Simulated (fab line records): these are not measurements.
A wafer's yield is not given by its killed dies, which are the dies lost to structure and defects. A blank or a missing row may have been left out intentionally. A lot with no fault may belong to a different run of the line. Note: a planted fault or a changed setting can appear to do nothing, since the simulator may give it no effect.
fab line records	flow sky130
[record] lots = 12	wafers = 36	lastDay = 50
route steps=708 shown LOCAL_INTERCONNECT@387 CONTACT@409 METAL1@439 PAD_OPEN@708
lots that met no fault: from a run of the same line without faults
startH: hours from the record's opening day to when the first of the lot's shown wafers began	waitH: time in hours since the lot's previous step	" unchanged from the row above	L1.1+2: a single row standing in for several wafers	- no value, or no start given	* or withheld: withheld	< > ~ a bound
route shown NAME@n: names a module that has steps shown in the file, with the first one's number in the route	usual: mean/standard deviation taken from wafers without a fault	same: alike in all rows	chamber/n: place in a boat	sites: per-site readings	_std_site: their standard deviation	_edge_site: the outer-site mean with the inner-site mean subtracted	radiusMm: for every site, how far away it sits from the centre of the wafer	mask NAME#n: copy n	behind: the tool/chamber that last shaped the wafer	hold: cause of the lot's hold/its duration in hours/its outcome	device: whichever transistor did not switch (one of n, p or np)	end of line: tests of these same wafers at the route's end	step lacking rows: just its recipe	killed: count of dies lost to structure and defects at first sort (not the wafer's yield)	map: a wafer's dies, x killed, . not, _ none there
set.NAME: the setting as run; set.NAME@STEP: as run at that earlier step	model.NAME: the simulator's own value behind a step, which no gauge read
one table for each step of the route and one row for each wafer, over a sample of lots
services: when a tool's chamber went out of use (startH, in hours from the record's first day, below 0 if earlier), for how many hours, and the reason
[[steps]]
[step SKY_LOCAL_INTERCONNECT_SPUTTER_00]
[recipe] material = TiN	targetThkNm = 100	tempC = 300	powerW = 6500	timeS = 83.3	chamberPressurePa = 0.4
[usual] cathodeDcPowerW = 6500.0/1.1	chamberPressurePa = 0.4000/0.00077	substrateTempC = 299.98/0.18	throttleValvePct = 29.7/1
lot.wafer	tool	chamber	startH	waitH	cathodeDcPowerW	chamberPressurePa	substrateTempC	throttleValvePct
L931.2	pvdSputter-04	-	676.19	0.2	6499.5	0.3996	299.71	30.4
L931.5	"	-	"	"	6500.5	0.4014	300.12	29.8
L931.6	"	-	"	"	6500.1	0.4001	299.96	30.5
L933.2	pvdSputter-01	-	698.43	0.1	6501.1	0.4015	300.12	29.5
L933.3	"	-	"	"	6499.1	0.3997	299.70	29.9
L933.5	"	-	"	"	6498.5	0.3994	299.65	29.7
L937.1	pvdSputter-01	-	729.83	0.1	6498.4	0.3995	300.30	29.7
L937.2	"	-	"	"	6499.7	0.4012	299.81	29.7
L937.4	"	-	"	"	6501.6	0.4004	300.01	30.2
L938.1	pvdSputter-02	-	735.06	0.2	6499.1	0.3991	300.29	30.5
L938.2	"	-	"	"	6499.4	0.4005	300.09	27.8
L938.5	"	-	"	"	6499.6	0.3999	299.92	27.9
L942.1	pvdSputter-04	-	766.63	0.1	6499.1	0.4015	300.07	30.6
L942.3	"	-	"	"	6499.2	0.3980	300.20	30.9
L942.4	"	-	"	"	6498.3	0.4003	299.80	30.4
L943.3	pvdSputter-02	-	781.99	0.1	6499.1	0.4000	300.19	27.7
L943.5	"	-	"	"	6501.5	0.3999	300.00	30.4
L943.6	"	-	"	"	6500.6	0.4027	299.64	28.6
L948.2	pvdSputter-01	-	814.84	0.1	6499.1	0.3992	300.08	29.5
L948.3	"	-	"	"	6500.0	0.4001	299.83	30.0
L948.5	"	-	"	"	6499.5	0.3999	300.29	29.7
L949.1	pvdSputter-01	-	821.61	0.1	6500.6	0.3996	300.15	29.9
L949.3	"	-	"	"	6500.4	0.4004	300.07	29.5
L949.5	"	-	"	"	6501.2	0.4004	300.21	28.4
L950.3	pvdSputter-02	-	831.69	0.1	6499.8	0.3993	299.81	30.5
L950.4	"	-	"	"	6500.1	0.3991	299.57	30.4
L950.6	"	-	"	"	6498.6	0.3998	299.91	28.1
L951.1	pvdSputter-01	-	838.22	0.2	6501.2	0.4003	299.77	29.8
L951.5	"	-	"	"	6500.4	0.4007	299.89	29.9
L951.6	"	-	"	"	6500.4	0.4006	299.87	28.1
L952.1	pvdSputter-02	-	842.04	0.1	6501.1	0.3989	300.19	27.9
L952.4	"	-	"	"	6500.1	0.3990	299.84	30.4
L952.5	"	-	"	"	6498.2	0.4001	300.06	30.2
L953.1	pvdSputter-02	-	848.40	0.2	6498.9	0.3998	299.90	30.2
L953.2	"	-	"	"	6501.5	0.4014	300.46	28.5
L953.5	"	-	"	"	6499.5	0.4001	299.99	30.4
[step SKY_CONTACT_THK_MEAS_03]
[recipe] reads = SiO2_of_CONTACT_HDPCVD_02
[usual] CONTACT_HDPCVD_THK = 565/6.6
lot.wafer	tool	chamber	startH	waitH	CONTACT_HDPCVD_THK[nm]
L931.2	filmMetro-03	-	705.92	0.0	560
L931.5	"	-	"	"	564
L931.6	"	-	"	"	568
L933.2	filmMetro-04	-	727.74	0.0	551
L933.3	"	-	"	"	555
L933.5	"	-	"	"	561
L937.1	filmMetro-04	-	758.23	0.0	553
L937.2	"	-	"	"	555
L937.4	"	-	"	"	553
L938.1	filmMetro-03	-	763.40	0.0	565
L938.2	"	-	"	"	563
L938.5	"	-	"	"	559
L942.1	filmMetro-04	-	793.95	0.0	580
L942.3	"	-	"	"	572
L942.4	"	-	"	"	572
L943.3	filmMetro-03	-	810.13	0.1	571
L943.5	"	-	"	"	567
L943.6	"	-	"	"	570
L948.2	filmMetro-04	-	842.42	0.0	569
L948.3	"	-	"	"	574
L948.5	"	-	"	"	567
L949.1	filmMetro-03	-	848.67	0.0	565
L949.3	"	-	"	"	558
L949.5	"	-	"	"	575
L950.3	filmMetro-03	-	859.42	0.1	565
L950.4	"	-	"	"	569
L950.6	"	-	"	"	573
L951.1	filmMetro-03	-	865.23	0.0	557
L951.5	"	-	"	"	570
L951.6	"	-	"	"	560
L952.1	filmMetro-01	-	868.88	0.0	575
L952.4	"	-	"	"	563
L952.5	"	-	"	"	552
L953.1	filmMetro-01	-	875.62	0.0	567
L953.2	"	-	"	"	569
L953.5	"	-	"	"	561
[step SKY_CONTACT_SPUTTER_23]
[recipe] material = TiN	targetThkNm = 20	chamberPressurePa = 5	powerW = 4000	timeS = 80
[usual] cathodeDcPowerW = 4000.0/0.69	chamberPressurePa = 5.002/0.01	throttleValvePct = 30.2/0.62
lot.wafer	tool	chamber	startH	waitH	cathodeDcPowerW	chamberPressurePa	throttleValvePct
L931.2	pvdSputter-03	-	734.57	0.0	3999.6	5.000	30.6
L931.5	"	-	"	"	3999.8	5.018	30.3
L931.6	"	-	"	"	3999.5	4.999	30.6
L933.2	pvdSputter-04	-	756.37	0.0	4000.6	5.007	30.5
L933.3	"	-	"	"	4000.1	5.018	30.7
L933.5	"	-	"	"	3999.7	5.014	30.7
L937.1	pvdSputter-04	-	786.49	0.0	4000.3	5.002	29.6
L937.2	"	-	"	"	4000.3	5.006	30.7
L937.4	"	-	"	"	4000.1	4.994	30.5
L938.1	pvdSputter-03	-	791.32	0.0	3999.9	5.002	30.7
L938.2	"	-	"	"	4000.0	5.008	30.6
L938.5	"	-	"	"	3998.2	4.980	30.2
L942.1	pvdSputter-03	-	822.63	0.0	-	-	-
L942.3	"	-	"	"	-	-	-
L942.4	"	-	"	"	-	-	-
L943.3	pvdSputter-04	-	838.10	0.0	-	-	-
L943.5	"	-	"	"	-	-	-
L943.6	"	-	"	"	-	-	-
L948.2	pvdSputter-01	-	869.57	0.0	3998.9	4.996	30.3
L948.3	"	-	"	"	3999.4	5.018	28.5
L948.5	"	-	"	"	3999.7	4.987	30.2
L949.1	pvdSputter-03	-	875.45	0.0	3999.4	5.001	30.5
L949.3	"	-	"	"	4000.8	4.991	30.0
L949.5	"	-	"	"	4000.6	4.991	30.6
L950.3	pvdSputter-03	-	887.35	0.0	3999.3	5.028	30.4
L950.4	"	-	"	"	3999.9	5.002	30.3
L950.6	"	-	"	"	3999.3	4.984	30.5
L951.1	pvdSputter-01	-	892.65	0.0	3999.7	4.999	29.9
L951.5	"	-	"	"	4000.0	5.010	29.8
L951.6	"	-	"	"	4000.3	4.997	30.2
L952.1	pvdSputter-03	-	895.97	0.0	3999.5	5.001	30.4
L952.4	"	-	"	"	3999.6	4.998	30.6
L952.5	"	-	"	"	3999.9	4.989	30.3
L953.1	pvdSputter-03	-	902.62	0.0	3999.9	4.994	30.4
L953.2	"	-	"	"	3999.6	4.999	30.6
L953.5	"	-	"	"	3999.6	5.013	30.5
[step SKY_METAL1_RS_MEAS_05]
[recipe] thkMeasGauge = four-point-probe	reads = TiN_of_METAL1_SPUTTER_04+Ti_of_METAL1_SPUTTER_03+AlCu_of_METAL1_SPUTTER_02+TiN_of_METAL1_SPUTTER_01+Ti_of_METAL1_SPUTTER_00
[usual] METAL1_ALCU_RS = 0.1262/0.0016
lot.wafer	tool	chamber	startH	waitH	METAL1_ALCU_RS[ohm/sq]
L931.2	filmMetro-04	-	735.38	0.0	0.1250
L931.5	"	-	"	"	0.1262
L931.6	"	-	"	"	0.1260
L933.2	filmMetro-03	-	757.18	0.0	0.1248
L933.3	"	-	"	"	0.1250
L933.5	"	-	"	"	0.1268
L937.1	filmMetro-03	-	787.28	0.0	0.1237
L937.2	"	-	"	"	0.1227
L937.4	"	-	"	"	0.1229
L938.1	filmMetro-03	-	792.11	0.0	0.1249
L938.2	"	-	"	"	0.1253
L938.5	"	-	"	"	0.1253
L948.2	filmMetro-03	-	870.38	0.0	0.1288
L948.3	"	-	"	"	0.1250
L948.5	"	-	"	"	0.1252
L949.1	filmMetro-02	-	876.24	0.0	0.1305
L949.3	"	-	"	"	0.1275
L949.5	"	-	"	"	0.1302
L950.3	filmMetro-03	-	888.18	0.1	0.1294
L950.4	"	-	"	"	0.1264
L950.6	"	-	"	"	0.1293
L951.1	filmMetro-03	-	893.44	0.0	0.1243
L951.5	"	-	"	"	0.1240
L951.6	"	-	"	"	0.1236
L952.1	filmMetro-03	-	896.76	0.0	0.1249
L952.4	"	-	"	"	0.1238
L952.5	"	-	"	"	0.1259
L953.1	filmMetro-02	-	903.41	0.0	0.1271
L953.2	"	-	"	"	0.1287
L953.5	"	-	"	"	0.1278
[step SKY_PAD_OPEN_PROBE_99]
[usual] killed_at_M0_to_M3 = 43/7.6	killed_at_M4_up = 2.9/1.7	killedAtContacts = 24/5.5	killedAtFrontEnd = 15/4.2	killedAtOther = 0.3/0.52	killedDies = 86/9.4	killedOnRim = 17/4	killedOpen = 47/7	killedShort = 39/6.4
[same] grossDies = 492	killedAtBackSide = 0
lot.wafer	tool	chamber	startH	waitH	hold	killed_at_M0_to_M3	killed_at_M4_up	killedAtContacts	killedAtFrontEnd	killedAtOther	killedDies	killedOnRim	killedOpen	killedShort
L931.2	prober-01	-	1076.32	0.1	-	60	2	33	8	0	103	15	65	37
L931.5	prober-01	-	1076.47	0.2	-	38	3	28	22	0	91	14	50	41
L931.6	prober-01	-	1076.52	0.2	-	52	3	20	9	2	86	16	48	37
L933.2	prober-01	-	1091.28	0.1	-	45	1	26	9	0	81	18	52	29
L933.3	prober-01	-	1091.33	0.2	-	46	5	26	14	1	92	17	55	37
L933.5	prober-01	-	1091.43	0.2	-	48	2	26	18	1	95	23	41	54
L937.1	prober-02	-	1114.89	0.1	-	31	3	18	16	0	68	14	38	30
L937.2	prober-02	-	1114.94	0.1	-	47	0	30	15	0	92	20	54	38
L937.4	prober-02	-	1115.04	0.2	-	45	1	24	12	0	82	16	37	45
L938.1	prober-01	-	1120.98	0.1	-	53	1	15	16	1	86	18	41	44
L938.2	prober-01	-	1121.03	0.1	-	37	3	14	20	1	75	17	29	45
L938.5	prober-01	-	1121.18	0.2	-	48	2	27	10	1	88	17	52	35
L942.1	prober-01	-	1143.60	0.1	awaitDispo/2.4h/scrap	41	4	436	11	0	492	96	50	33
L942.3	prober-01	-	1143.70	0.2	awaitDispo/2.4h/scrap	44	1	433	14	0	492	96	45	44
L942.4	prober-01	-	1143.75	0.2	awaitDispo/2.4h/scrap	32	2	439	19	0	492	96	54	26
L943.3	prober-02	-	1152.03	0.2	awaitDispo/2.8h/scrap	46	4	419	23	0	492	96	51	45
L943.5	prober-02	-	1152.13	0.2	awaitDispo/2.8h/scrap	39	0	446	7	0	492	96	26	40
L943.6	prober-02	-	1152.18	0.2	awaitDispo/2.8h/scrap	37	2	436	17	0	492	96	52	30
L948.2	prober-01	-	1176.93	0.1	-	35	2	21	8	0	66	11	45	21
L948.3	prober-01	-	1176.98	0.2	-	41	1	26	12	0	80	16	46	34
L948.5	prober-01	-	1177.08	0.2	-	43	2	17	19	0	81	13	48	33
L949.1	prober-02	-	1179.78	0.1	-	58	3	16	19	0	96	13	62	34
L949.3	prober-02	-	1179.88	0.2	-	40	1	30	15	1	87	17	49	38
L949.5	prober-02	-	1179.98	0.2	-	51	4	26	14	1	96	22	48	47
L950.3	prober-01	-	1185.45	0.2	-	45	1	31	22	1	100	18	59	41
L950.4	prober-01	-	1185.50	0.2	-	37	3	33	7	0	80	17	44	36
L950.6	prober-01	-	1185.60	0.2	-	42	4	26	19	0	91	17	49	40
L951.1	prober-02	-	1190.13	0.1	-	53	3	21	21	0	98	20	51	47
L951.5	prober-02	-	1190.33	0.2	-	39	5	16	13	1	74	21	44	30
L951.6	prober-02	-	1190.38	0.2	-	48	2	22	22	0	94	17	56	38
L952.1	prober-01	-	1192.10	0.1	-	42	6	26	15	0	89	16	50	39
L952.4	prober-01	-	1192.25	0.2	-	35	1	28	20	0	84	13	45	39
L952.5	prober-01	-	1192.30	0.2	-	44	3	25	24	0	96	19	50	46
L953.1	prober-02	-	1195.88	0.1	-	30	3	27	10	0	70	11	39	31
L953.2	prober-02	-	1195.93	0.1	-	33	5	26	9	0	73	13	41	32
L953.5	prober-02	-	1196.08	0.2	-	39	0	17	16	0	72	21	43	29
// killed by level:class
L931.2 CONTACT:geometricParticle:open=14 VIA1:geometricParticle:open=14 LI_CONTACT:geometricParticle:open=11 VIA2:geometricParticle:open=10 VIA1:geometricParticle:short=10 METAL1:geometricParticle:short=9 VIA3:geometricParticle:open=7 POLY_GATE:geometricParticle:open=4
L931.5 LI_CONTACT:geometricParticle:open=11 CONTACT:geometricParticle:open=11 POLY_GATE:geometricParticle:short=10 VIA2:geometricParticle:open=9 POLY_GATE:geometricParticle:open=6 VIA3:geometricParticle:open=6 FIELD_ISO:geometricParticle:short=5 METAL1:geometricParticle:short=5
L931.6 VIA1:geometricParticle:open=11 CONTACT:geometricParticle:open=10 VIA3:geometricParticle:open=9 METAL2:geometricParticle:short=8 VIA2:geometricParticle:open=6 FIELD_ISO:geometricParticle:short=5 CONTACT:geometricParticle:short=4 METAL1:geometricParticle:short=4
L933.2 VIA1:geometricParticle:open=13 CONTACT:geometricParticle:open=10 LI_CONTACT:geometricParticle:open=9 VIA2:geometricParticle:open=9 METAL1:geometricParticle:short=6 VIA1:geometricParticle:short=6 LOCAL_INTERCONNECT:geometricParticle:short=4 FIELD_ISO:geometricParticle:open=3
L933.3 CONTACT:geometricParticle:open=10 LI_CONTACT:geometricParticle:open=10 VIA1:geometricParticle:open=10 VIA2:geometricParticle:open=9 FIELD_ISO:geometricParticle:short=5 METAL2:geometricParticle:short=5 VIA2:geometricParticle:short=4 METAL1:geometricParticle:short=4
L933.5 CONTACT:geometricParticle:open=11 VIA1:geometricParticle:short=10 VIA1:geometricParticle:open=9 METAL1:geometricParticle:short=7 LI_CONTACT:geometricParticle:open=6 CONTACT:geometricParticle:short=5 FIELD_ISO:geometricParticle:short=4 POLY_GATE:geometricParticle:short=4
L937.1 CONTACT:geometricParticle:open=6 FIELD_ISO:geometricParticle:short=5 VIA1:geometricParticle:open=5 VIA3:geometricParticle:open=5 VIA2:geometricParticle:open=5 FIELD_ISO:geometricParticle:open=4 CONTACT:geometricParticle:short=4 METAL1:geometricParticle:short=4
L937.2 VIA1:geometricParticle:open=17 LI_CONTACT:geometricParticle:open=10 CONTACT:geometricParticle:short=8 CONTACT:geometricParticle:open=7 METAL1:geometricParticle:short=7 VIA1:geometricParticle:short=7 VIA2:geometricParticle:open=6 FIELD_ISO:geometricParticle:short=5
L937.4 VIA1:geometricParticle:open=12 LI_CONTACT:geometricParticle:short=8 METAL2:geometricParticle:short=8 VIA3:geometricParticle:open=6 LI_CONTACT:geometricParticle:open=5 CONTACT:geometricParticle:short=5 CONTACT:geometricParticle:open=5 VIA1:geometricParticle:short=5
L938.1 METAL2:geometricParticle:short=9 METAL1:geometricParticle:short=7 CONTACT:geometricParticle:open=6 VIA1:geometricParticle:open=6 VIA2:geometricParticle:open=6 VIA2:geometricParticle:short=6 FIELD_ISO:geometricParticle:open=5 POLY_GATE:geometricParticle:open=5
L938.2 VIA1:geometricParticle:open=9 FIELD_ISO:geometricParticle:short=7 VIA1:geometricParticle:short=7 LOCAL_INTERCONNECT:geometricParticle:short=6 FIELD_ISO:geometricParticle:open=4 POLY_GATE:geometricParticle:short=4 METAL1:geometricParticle:short=4 VIA3:geometricParticle:short=3
L938.5 VIA1:geometricParticle:open=19 CONTACT:geometricParticle:open=7 LI_CONTACT:geometricParticle:open=6 LI_CONTACT:geometricParticle:short=5 VIA2:geometricParticle:open=5 LOCAL_INTERCONNECT:geometricParticle:short=5 METAL1:geometricParticle:short=5 VIA3:geometricParticle:open=5
L942.1 CONTACT:areaSputter=409 CONTACT:geometricParticle:open=10 VIA1:geometricParticle:open=10 LI_CONTACT:geometricParticle:open=9 VIA2:geometricParticle:open=7 VIA1:geometricParticle:short=5 CONTACT:geometricParticle:short=5 VIA3:geometricParticle:short=5
L942.3 CONTACT:areaSputter=403 LI_CONTACT:geometricParticle:open=12 METAL2:geometricParticle:short=11 CONTACT:geometricParticle:short=7 CONTACT:geometricParticle:open=7 VIA1:geometricParticle:open=7 METAL1:geometricParticle:short=6 POLY_GATE:geometricParticle:open=5
L942.4 CONTACT:areaSputter=412 CONTACT:geometricParticle:open=15 VIA3:geometricParticle:open=11 VIA1:geometricParticle:open=6 LI_CONTACT:geometricParticle:open=6 POLY_GATE:geometricParticle:open=5 FIELD_ISO:geometricParticle:open=4 POLY_GATE:geometricParticle:short=4
L943.3 CONTACT:areaSputter=396 VIA1:geometricParticle:open=12 VIA2:geometricParticle:open=8 FIELD_ISO:geometricParticle:short=7 POLY_GATE:geometricParticle:short=7 LOCAL_INTERCONNECT:geometricParticle:short=7 CONTACT:geometricParticle:open=7 FIELD_ISO:geometricParticle:open=6
L943.5 CONTACT:areaSputter=425 VIA3:geometricParticle:short=8 VIA1:geometricParticle:open=8 LI_CONTACT:geometricParticle:open=6 CONTACT:geometricParticle:short=5 LOCAL_INTERCONNECT:geometricParticle:short=4 CONTACT:geometricParticle:open=4 METAL2:geometricParticle:short=4
L943.6 CONTACT:areaSputter=410 CONTACT:geometricParticle:open=11 LI_CONTACT:geometricParticle:open=8 FIELD_ISO:geometricParticle:open=7 VIA1:geometricParticle:open=7 VIA3:geometricParticle:open=7 VIA2:geometricParticle:open=6 METAL2:geometricParticle:short=5
L948.2 VIA1:geometricParticle:open=9 CONTACT:geometricParticle:open=8 LI_CONTACT:geometricParticle:open=7 VIA2:geometricParticle:open=7 VIA1:geometricParticle:short=5 LOCAL_INTERCONNECT:geometricParticle:short=4 VIA3:geometricParticle:open=4 FIELD_ISO:geometricParticle:short=2
L948.3 VIA1:geometricParticle:open=9 CONTACT:geometricParticle:open=8 LOCAL_INTERCONNECT:geometricParticle:short=6 POLY_GATE:geometricParticle:open=5 LI_CONTACT:geometricParticle:open=5 CONTACT:geometricParticle:short=5 VIA2:geometricParticle:open=5 VIA1:geometricParticle:short=5
L948.5 VIA1:geometricParticle:open=11 FIELD_ISO:geometricParticle:short=8 VIA3:geometricParticle:open=8 CONTACT:geometricParticle:open=7 VIA1:geometricParticle:short=7 VIA2:geometricParticle:open=6 LI_CONTACT:geometricParticle:open=4 METAL1:geometricParticle:short=4
L949.1 VIA1:geometricParticle:open=16 VIA2:geometricParticle:open=11 FIELD_ISO:geometricParticle:short=9 CONTACT:geometricParticle:open=9 VIA3:geometricParticle:open=6 FIELD_ISO:geometricParticle:open=5 METAL2:geometricParticle:open=5 METAL2:geometricParticle:short=5
L949.3 CONTACT:geometricParticle:open=12 LI_CONTACT:geometricParticle:open=9 VIA3:geometricParticle:open=7 FIELD_ISO:geometricParticle:open=6 VIA1:geometricParticle:short=6 FIELD_ISO:geometricParticle:short=5 METAL2:geometricParticle:short=5 VIA1:geometricParticle:open=5
L949.5 VIA1:geometricParticle:open=18 CONTACT:geometricParticle:open=11 VIA1:geometricParticle:short=10 CONTACT:geometricParticle:short=7 FIELD_ISO:geometricParticle:short=6 VIA2:geometricParticle:open=6 METAL1:geometricParticle:short=5 FIELD_ISO:geometricParticle:open=4
L950.3 CONTACT:geometricParticle:open=14 VIA1:geometricParticle:open=13 LI_CONTACT:geometricParticle:open=8 POLY_GATE:geometricParticle:open=7 VIA1:geometricParticle:short=7 METAL3:geometricParticle:short=5 METAL1:geometricParticle:short=5 VIA2:geometricParticle:open=5
L950.4 VIA1:geometricParticle:open=9 CONTACT:geometricParticle:open=7 VIA2:geometricParticle:open=7 LI_CONTACT:geometricParticle:open=7 CONTACT:geometricParticle:short=7 LOCAL_INTERCONNECT:geometricParticle:short=5 VIA1:geometricParticle:short=5 LI_CONTACT:geometricParticle:short=4
L950.6 VIA1:geometricParticle:open=17 CONTACT:geometricParticle:open=9 METAL2:geometricParticle:short=7 LI_CONTACT:geometricParticle:open=5 LOCAL_INTERCONNECT:geometricParticle:short=5 VIA1:geometricParticle:short=5 POLY_GATE:geometricParticle:open=4 POLY_GATE:geometricParticle:short=4
L951.1 VIA1:geometricParticle:open=13 METAL2:geometricParticle:short=10 VIA2:geometricParticle:open=9 CONTACT:geometricParticle:open=6 LI_CONTACT:geometricParticle:open=5 VIA1:geometricParticle:short=5 POLY_GATE:geometricParticle:short=4 LOCAL_INTERCONNECT:geometricParticle:short=4
L951.5 VIA1:geometricParticle:open=8 METAL2:geometricParticle:short=7 VIA3:geometricParticle:open=6 VIA2:geometricParticle:open=6 CONTACT:geometricParticle:open=5 POLY_GATE:geometricParticle:open=4 CONTACT:geometricParticle:short=4 FIELD_ISO:geometricParticle:open=3
L951.6 VIA3:geometricParticle:open=14 CONTACT:geometricParticle:open=8 VIA1:geometricParticle:open=8 LI_CONTACT:geometricParticle:open=7 POLY_GATE:geometricParticle:open=6 VIA1:geometricParticle:short=6 FIELD_ISO:geometricParticle:open=5 FIELD_ISO:geometricParticle:short=4
L952.1 CONTACT:geometricParticle:open=11 LI_CONTACT:geometricParticle:open=7 METAL1:geometricParticle:short=7 VIA2:geometricParticle:open=7 VIA1:geometricParticle:open=6 FIELD_ISO:geometricParticle:open=5 METAL3:geometricParticle:short=5 POLY_GATE:geometricParticle:short=4
L952.4 FIELD_ISO:geometricParticle:open=8 CONTACT:geometricParticle:open=8 VIA2:geometricParticle:open=8 LI_CONTACT:geometricParticle:short=7 VIA3:geometricParticle:open=7 METAL2:geometricParticle:short=6 FIELD_ISO:geometricParticle:short=5 LOCAL_INTERCONNECT:geometricParticle:short=5
L952.5 CONTACT:geometricParticle:open=12 VIA1:geometricParticle:open=11 POLY_GATE:geometricParticle:short=7 METAL1:geometricParticle:short=7 VIA3:geometricParticle:open=7 FIELD_ISO:geometricParticle:open=6 METAL2:geometricParticle:short=6 POLY_GATE:geometricParticle:open=5
L953.1 LI_CONTACT:geometricParticle:open=8 CONTACT:geometricParticle:open=8 VIA1:geometricParticle:open=7 LOCAL_INTERCONNECT:geometricParticle:short=5 CONTACT:geometricParticle:short=5 METAL1:geometricParticle:short=5 FIELD_ISO:geometricParticle:open=4 VIA2:geometricParticle:open=4
L953.2 CONTACT:geometricParticle:open=9 VIA3:geometricParticle:open=8 LOCAL_INTERCONNECT:geometricParticle:short=6 VIA1:geometricParticle:open=5 METAL1:geometricParticle:short=5 VIA2:geometricParticle:open=4 CONTACT:geometricParticle:short=3 LI_CONTACT:geometricParticle:open=3
L953.5 VIA1:geometricParticle:open=8 LI_CONTACT:geometricParticle:open=7 VIA2:geometricParticle:open=6 FIELD_ISO:geometricParticle:short=5 FIELD_ISO:geometricParticle:open=5 METAL1:geometricParticle:short=5 VIA3:geometricParticle:open=5 METAL2:geometricParticle:short=4
[[services]]
tool	chamber	startH	hours	kind
pvdSputter-02	-	699.65	0.6	repair
pvdSputter-01	-	725.85	3.6	repair
pvdSputter-02	-	741.54	26.9	repair
pvdSputter-01	-	755.98	2.7	repair
pvdSputter-01	2	766.23	-	consumableReplace:kit
pvdSputter-01	2	766.23	18.0	scheduledDown
pvdSputter-01	2	766.23	18.0	ventCycle
pvdSputter-04	-	827.80	9.9	repair
pvdSputter-03	-	833.20	2.4	repair
pvdSputter-02	1	866.05	-	consumableReplace:kit
pvdSputter-02	1	866.05	18.0	scheduledDown
pvdSputter-02	1	866.05	18.0	ventCycle
pvdSputter-04	-	866.49	0.6	repair
[[key]]
[firstSign] step = SKY_CONTACT_SPUTTER_23	reading = toolRecord	direction = missing
[effect] step = SKY_PAD_OPEN_PROBE_99	reading = killedAtContacts	direction = up	sigmas = 75	usual = 24	struck = 435
[moreKillsBornAt] SKY_CONTACT_SPUTTER_23@pvdSputter-04 = 1224	SKY_CONTACT_SPUTTER_23@pvdSputter-03 = 1223
metAt SKY_CONTACT_SPUTTER_23
struckLots L942,L943
laterRowsLeftOut L942.1,L942.3,L942.4,L943.3,L943.5,L943.6
testerLeftOut L942,L943
notActingAt SKY_LOCAL_INTERCONNECT_SPUTTER_00,SKY_CONTACT_THK_MEAS_03,SKY_METAL1_RS_MEAS_05
onsetBetween 791.32 822.63
[fault] kind = skippedStepWhole	tool = pvdSputter-03,pvdSputter-04	chamber = -	onsetH = 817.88	steps = SKY_CONTACT_SPUTTER_23	scope = struckLotsOnly
// testerLeftOut: of these lots the tester's yield and bins aren't shown, on N5 and GAA mostly nor the transistor test; their killed dies are dies lost to structure and defects alone, not to doping, threshold or leakage, so they don't give the yield
// laterRowsLeftOut: the simulator's readings of these wafers behind a module that went badly wrong aren't trusted and aren't shown, but for the sort
